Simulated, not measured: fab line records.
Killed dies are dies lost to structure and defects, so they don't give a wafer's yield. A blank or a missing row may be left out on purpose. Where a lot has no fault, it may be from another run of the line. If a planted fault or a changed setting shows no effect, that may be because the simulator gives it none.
Which tool is to blame? :: flow sky130 :: 13 lots, 36 wafers sampled, at 5 steps of a route of 708

== WHAT THE GAUGES READ, wafer by wafer ==
SKY_NWELL_OVL_MEAS_23. Usual: NWELL_01_OVL typically reads -0.2 nm, with standard deviation 1.3.
lot: L858
measured: day 6 02:04
on: overlay-02
NWELL_01_OVL (nm): -1.6 -0.5 -0.7
flag: 

lot: L859
measured: day 6 02:24
on: overlay-01
NWELL_01_OVL (nm): -1.3 1.4 -1.2
flag: 

lot: L860
measured: day 6 02:45
on: overlay-02
NWELL_01_OVL (nm): -3.8 -2.4 -0.8
flag: 

lot: L861
measured: day 6 20:36
on: overlay-02
NWELL_01_OVL (nm): 0.4 1.9 -0.6
flag: 

lot: L862
measured: day 7 04:17
on: overlay-02
NWELL_01_OVL (nm): 1.8 2.1 2.4
flag: 

lot: L863
measured: day 7 02:26
on: overlay-01
NWELL_01_OVL (nm): -0.8 -0.3 -1.0
flag: 

lot: L864
measured: day 7 03:36
on: overlay-02
NWELL_01_OVL (nm): -1.3 -0.5 -1.1
flag: 

lot: L865
measured: day 7 09:29
on: overlay-01
NWELL_01_OVL (nm): 0.2 -1.6 -0.9
flag: 

lot: L866
measured: day 7 15:18
on: overlay-02
NWELL_01_OVL (nm): 0.2 -0.4 -1.6
flag: 

lot: L868
measured: day 8 04:26
on: overlay-02
NWELL_01_OVL (nm): -2.9 -0.9 0.6
flag: 

lot: L872
measured: day 9 04:20
on: overlay-02
NWELL_01_OVL (nm): -0.1 -
flag: 

lot: L873
measured: day 9 10:17
on: overlay-01
NWELL_01_OVL (nm): -0.7 -
flag: 

lot: L874
measured: day 9 14:20
on: overlay-01
NWELL_01_OVL (nm): -0.3 -
flag: 

SKY_VT_ADJUST_HVTP_CD_MEAS_07: target cd 380 nm. Usual: cd nm at 380.3 nm, with a standard deviation of 2.2.
lot: L858
measured: day 6 22:19
on: cd sem-02
cd nm (nm): 379.8 380.7 378.5
flag: 

lot: L859
measured: day 6 22:25
on: cd sem-01
cd nm (nm): 381.0 379.3 383.3
flag: 

lot: L860
measured: day 6 22:31
on: cd sem-02
cd nm (nm): 378.5 378.5 379.5
flag: 

lot: L861
measured: day 7 16:25
on: cd sem-02
cd nm (nm): 382.1 378.3 382.1
flag: 

lot: L862
measured: day 8 01:06
on: cd sem-02
cd nm (nm): 382.2 385.4 383.9
flag: 

lot: L863
measured: day 7 22:56
on: cd sem-01
cd nm (nm): 378.6 381.6 381.8
flag: 

lot: L864
measured: day 7 23:43
on: cd sem-01
cd nm (nm): 381.0 383.0 379.8
flag: 

lot: L865
measured: day 8 07:20
on: cd sem-02
cd nm (nm): 377.4 375.7 378.3
flag: 

lot: L866
measured: day 8 11:59
on: cd sem-01
cd nm (nm): 378.5 380.6 382.4
flag: 

lot: L868
measured: day 9 01:08
on: cd sem-02
cd nm (nm): 379.9 379.1 379.6
flag: 

lot: L872
measured: day 10 01:21
on: cd sem-01
cd nm (nm): 383.5 384.8
flag: 

lot: L873
measured: day 10 07:58
on: cd sem-01
cd nm (nm): 376.7 378.4
flag: 

lot: L874
measured: day 10 12:03
on: cd sem-02
cd nm (nm): 382.9 384.2
flag: 

== WHAT TOOL EACH LOT RAN ON (gives the tool, then ch and the chambers of the sampled wafers, and finally the start) ==
lot: L858
SKY_FIELD_ISO_STRIP_16: plasma asher-04 ch 0,1, day 2 12:46
SKY_NWELL_DEVELOP_22: litho track-02 ch 0, day 6 01:00
SKY_NWELL_RTA_28: rtp anneal-01 ch 0, day 6 02:29

lot: L859
SKY_FIELD_ISO_STRIP_16: plasma asher-03 ch 0,1, day 2 15:33
SKY_NWELL_DEVELOP_22: litho track-02 ch 0, day 6 02:00
SKY_NWELL_RTA_28: rtp anneal-02 ch 0, day 6 02:47

lot: L860
SKY_FIELD_ISO_STRIP_16: plasma asher-04 ch 0,1, day 2 20:08
SKY_NWELL_DEVELOP_22: litho track-02 ch 0, day 6 02:00
SKY_NWELL_RTA_28: rtp anneal-01 ch 0, day 6 03:17

lot: L861
SKY_FIELD_ISO_STRIP_16: plasma asher-04 ch 0,1, day 3 00:18
SKY_NWELL_DEVELOP_22: litho track-03 ch 0, day 6 20:00
SKY_NWELL_RTA_28: rtp anneal-02 ch 0, day 6 21:02

lot: L862
SKY_FIELD_ISO_STRIP_16: plasma asher-04 ch 0,1, day 3 11:06
SKY_NWELL_DEVELOP_22: litho track-03 ch 0, day 7 04:00
SKY_NWELL_RTA_28: rtp anneal-01 ch 0, day 7 04:41

lot: L863
SKY_FIELD_ISO_STRIP_16: plasma asher-01 ch 0,1, day 3 11:13
SKY_NWELL_DEVELOP_22: litho track-04 ch 0, day 7 02:00
SKY_NWELL_RTA_28: rtp anneal-01 ch 0, day 7 02:53

lot: L864
SKY_FIELD_ISO_STRIP_16: plasma asher-04 ch 0,1, day 3 19:16
SKY_NWELL_DEVELOP_22: litho track-02 ch 0, day 7 03:00
SKY_NWELL_RTA_28: rtp anneal-02 ch 0, day 7 04:04

lot: L865
SKY_FIELD_ISO_STRIP_16: plasma asher-04 ch 0,1, day 4 01:05
SKY_NWELL_DEVELOP_22: litho track-03 ch 0, day 7 09:00
SKY_NWELL_RTA_28: rtp anneal-02 ch 0, day 7 09:53

lot: L866
SKY_FIELD_ISO_STRIP_16: plasma asher-03 ch 0,1, day 4 06:39
SKY_NWELL_DEVELOP_22: litho track-04 ch 0, day 7 15:00
SKY_NWELL_RTA_28: rtp anneal-02 ch 0, day 7 15:44

lot: L868
SKY_FIELD_ISO_STRIP_16: plasma asher-01 ch 0, day 4 16:02
SKY_NWELL_DEVELOP_22: litho track-04 ch 0, day 8 04:00
SKY_NWELL_RTA_28: rtp anneal-01 ch 0, day 8 04:50

lot: L872
SKY_FIELD_ISO_STRIP_16: plasma asher-04 ch 0,1, day 5 10:25
SKY_NWELL_DEVELOP_22: litho track-04 ch 0, day 9 04:00
SKY_NWELL_RTA_28: rtp anneal-02 ch 0, day 9 04:44

lot: L873
SKY_FIELD_ISO_STRIP_16: plasma asher-04 ch 0,1, day 5 16:50
SKY_NWELL_DEVELOP_22: litho track-04 ch 0, day 9 10:00
SKY_NWELL_RTA_28: rtp anneal-01 ch 0, day 9 10:41

lot: L874
SKY_FIELD_ISO_STRIP_16: plasma asher-01 ch 0,1, day 5 20:41
SKY_NWELL_DEVELOP_22: litho track-04 ch 0, day 9 14:00
SKY_NWELL_RTA_28: rtp anneal-02 ch 0, day 9 14:44
- SKY_FIELD_ISO_STRIP_16: strips in O2/N2.
- SKY_NWELL_DEVELOP_22: develop time 60 s.
- SKY_NWELL_RTA_28: time 30 s.

== AS READ BY THE TOOLS THEMSELVES (means over the sampled wafers that have a number; for cases with no such wafer, the mark the record gives instead) ==
SKY_FIELD_ISO_STRIP_16. Usual: drypump motor current A 5.8 A, standard deviation 0.34; o2 flow sccm 3000 sccm, standard deviation 8.3; oes product au 0.378 a.u., standard deviation 0.0047; strip time to endpoint s 3.56 s, standard deviation 0.038.
lot: L858
tool: plasma asher-04
drypump motor current A (A): 6.0
o2 flow sccm (sccm): 3002
oes product au (a.u.): 0.374
strip time to endpoint s (s): 3.54
flag: 

lot: L859
tool: plasma asher-03
drypump motor current A (A): 5.8
o2 flow sccm (sccm): 3002
oes product au (a.u.): 0.380
strip time to endpoint s (s): 3.53
flag: 

lot: L860
tool: plasma asher-04
drypump motor current A (A): 6.2
o2 flow sccm (sccm): 2994
oes product au (a.u.): 0.376
strip time to endpoint s (s): 3.58
flag: 

lot: L861
tool: plasma asher-04
drypump motor current A (A): 6.2
o2 flow sccm (sccm): 3001
oes product au (a.u.): 0.374
strip time to endpoint s (s): 3.51
flag: 

lot: L862
tool: plasma asher-04
drypump motor current A (A): 6.2
o2 flow sccm (sccm): 2990
oes product au (a.u.): 0.376
strip time to endpoint s (s): 3.57
flag: 

lot: L863
tool: plasma asher-01
drypump motor current A (A): 5.4
o2 flow sccm (sccm): 3002
oes product au (a.u.): 0.378
strip time to endpoint s (s): 3.59
flag: 

lot: L864
tool: plasma asher-04
drypump motor current A (A): 6.0
o2 flow sccm (sccm): 2996
oes product au (a.u.): 0.381
strip time to endpoint s (s): 3.55
flag: 

lot: L865
tool: plasma asher-04
drypump motor current A (A): 6.1
o2 flow sccm (sccm): 3001
oes product au (a.u.): 0.372
strip time to endpoint s (s): 3.51
flag: 

lot: L866
tool: plasma asher-03
drypump motor current A (A): 5.8
o2 flow sccm (sccm): 2999
oes product au (a.u.): 0.386
strip time to endpoint s (s): 3.63
flag: 

lot: L868
tool: plasma asher-01
drypump motor current A (A): 5.5
o2 flow sccm (sccm): 2994
oes product au (a.u.): 0.378
strip time to endpoint s (s): 3.59
flag: 

lot: L872
tool: plasma asher-04
drypump motor current A (A): 6.1
o2 flow sccm (sccm): 3008
oes product au (a.u.): 0.378
strip time to endpoint s (s): 3.56
flag: 

lot: L873
tool: plasma asher-04
drypump motor current A (A): 6.1
o2 flow sccm (sccm): 3008
oes product au (a.u.): 0.378
strip time to endpoint s (s): 3.60
flag: 

lot: L874
tool: plasma asher-01
drypump motor current A (A): 5.5
o2 flow sccm (sccm): 2996
oes product au (a.u.): 0.381
strip time to endpoint s (s): 3.60
flag: 

SKY_NWELL_RTA_28. Usual: lamp power pct 25.31 %, standard deviation 0.053; wafer_temp_C_max 1054.9, standard deviation 0.95.
lot: L858
tool: rtp anneal-01
lamp power pct (%): 25.28
wafer_temp_C_max: 1055.1
flag: 

lot: L859
tool: rtp anneal-02
lamp power pct (%): 25.34
wafer_temp_C_max: 1055.7
flag: 

lot: L860
tool: rtp anneal-01
lamp power pct (%): 25.28
wafer_temp_C_max: 1054.4
flag: 

lot: L861
tool: rtp anneal-02
lamp power pct (%): 25.30
wafer_temp_C_max: 1054.7
flag: 

lot: L862
tool: rtp anneal-01
lamp power pct (%): 25.32
wafer_temp_C_max: 1055.3
flag: 

lot: L863
tool: rtp anneal-01
lamp power pct (%): 25.34
wafer_temp_C_max: 1055.1
flag: 

lot: L864
tool: rtp anneal-02
lamp power pct (%): 25.28
wafer_temp_C_max: 1054.4
flag: 

lot: L865
tool: rtp anneal-02
lamp power pct (%): 25.37
wafer_temp_C_max: 1054.8
flag: 

lot: L866
tool: rtp anneal-02
lamp power pct (%): 25.30
wafer_temp_C_max: 1054.4
flag: 

lot: L868
tool: rtp anneal-01
lamp power pct (%): 25.29
wafer_temp_C_max: 1055.4
flag: 

lot: L872
tool: rtp anneal-02
lamp power pct (%): 25.31
wafer_temp_C_max: 1055.4
flag: 

lot: L873
tool: rtp anneal-01
lamp power pct (%): 25.30
wafer_temp_C_max: 1055.0
flag: 

lot: L874
tool: rtp anneal-02
lamp power pct (%): 25.33
wafer_temp_C_max: 1055.3
flag: 

== THE ANSWER, worked out from the rows above alone ==
Rule: a lot is off if the mean of its wafers that have a number lies more than 3 standard deviations from the usual mean. Also off: a lot with no number at a reading for which 4 or more lots have one. The other lots that the step has rows for count as sound. After the gauges, taken in route order, come the tools' own readings; for these a lot's mean is taken, as printed above. At the first step where some lot is off, the reading lying furthest off is the one used; lots without a number count as furthest.
No lot is off on any of the readings shown, so nothing can be concluded from this.

== WHAT THE SIMULATOR HAD PUT IN ==
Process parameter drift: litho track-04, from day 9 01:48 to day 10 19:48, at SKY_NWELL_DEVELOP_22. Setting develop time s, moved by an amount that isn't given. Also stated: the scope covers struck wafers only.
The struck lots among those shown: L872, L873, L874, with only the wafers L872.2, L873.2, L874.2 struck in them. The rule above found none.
